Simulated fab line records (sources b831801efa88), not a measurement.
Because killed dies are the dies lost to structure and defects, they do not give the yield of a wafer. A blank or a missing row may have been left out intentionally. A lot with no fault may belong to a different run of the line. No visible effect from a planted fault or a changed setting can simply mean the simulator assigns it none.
Problem report in the 8D (eight disciplines) form, filled by code | flow gf180mcu | the parts of the form that need people (team, actions taken, sign-off) are left out

## 1. WHAT IS WRONG
Wafers without a fault read 93.05 W, standard deviation 0.062; heater power total W at GF_POLY_GATE_SOFTBAKE_06 reads a mean of 91.76 W on 9 wafers belonging to 3 lots. That is -21 standard deviations from the usual mean.
The step: time 60 s.
The first sign was on wafer L269.1 at day 12 11:00, on litho track-03. The record holds 39 wafers of 13 lots with a number at this step. Rule for "out" (also "out of limits"): further than 4 standard deviations from the usual mean. The rest of the wafers with a number are treated as sound.

## 2. WHAT IT IS, WHAT IT ISN'T
question                    | is                                 | is not
which readings at this step | heater power total W, plate temp C | -
which lots                  | L269, L270, L273                   | L257, L260, L261, L264, L265, L275, L277, L278, L279, L280
which wafers of those lots  | all that have a number             | -
read on which tools         | litho track-03                     | litho track-02, litho track-04
when                        | from day 12 11:00                  | up to then (15 sound wafers); but 15 sound wafers of L275, L277, L278, L279, L280 came after

## 3. SUSPECTS, AND WHAT RULES EACH OUT
Counting: a tool at any process step up to the reading remains a suspect when it ran all the lots that are out and ran no sound lot after the first of those.
- litho track-03 at GF_POLY_GATE_SOFTBAKE_06 (time 60 s): kept. It ran every lot that is out, first L269 (day 12 11:00), and no sound lot after that; its last sound lot up to then is L264 (day 10 21:00). On those wafers its own readings are out: heater power total W, plate temp C.
After counting, what remains is litho track-03 at GF_POLY_GATE_SOFTBAKE_06.

## 4. THE CAUSE (what the simulator had put in)
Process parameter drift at GF_POLY_GATE_SOFTBAKE_06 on litho track-03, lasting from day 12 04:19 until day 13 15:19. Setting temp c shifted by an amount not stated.
Only this tool survived the counting.

## 5. THE EFFECT CHAIN, in route order
Each row: a reading whose mean over the struck wafers that have a number lies more than 3 standard deviations from the usual. Readings are gone through only where the record gives a usual standard deviation; hours: the median, over the lots, of the time from a lot's start at the first step in this table giving one to that lot's start at this step; sigmas: the change measured in usual standard deviations.
hours | step                     | reading              | usual    | on struck wafers | change | sigmas
0     | GF_POLY_GATE_SOFTBAKE_06 | heater power total W | 93.05 W  | 91.76            | -1.29  | -21
0     | GF_POLY_GATE_SOFTBAKE_06 | plate temp C         | 129.99 C | 128.62           | -1.37  | -11
It contains these process steps:
- GF_POLY_GATE_SOFTBAKE_06: time 60 s.

## 6. WHAT WOULD HAVE CAUGHT IT SOONER
In this record the first reading out of limits was taken at day 12 11:00, 7 hours after the fault began at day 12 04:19.
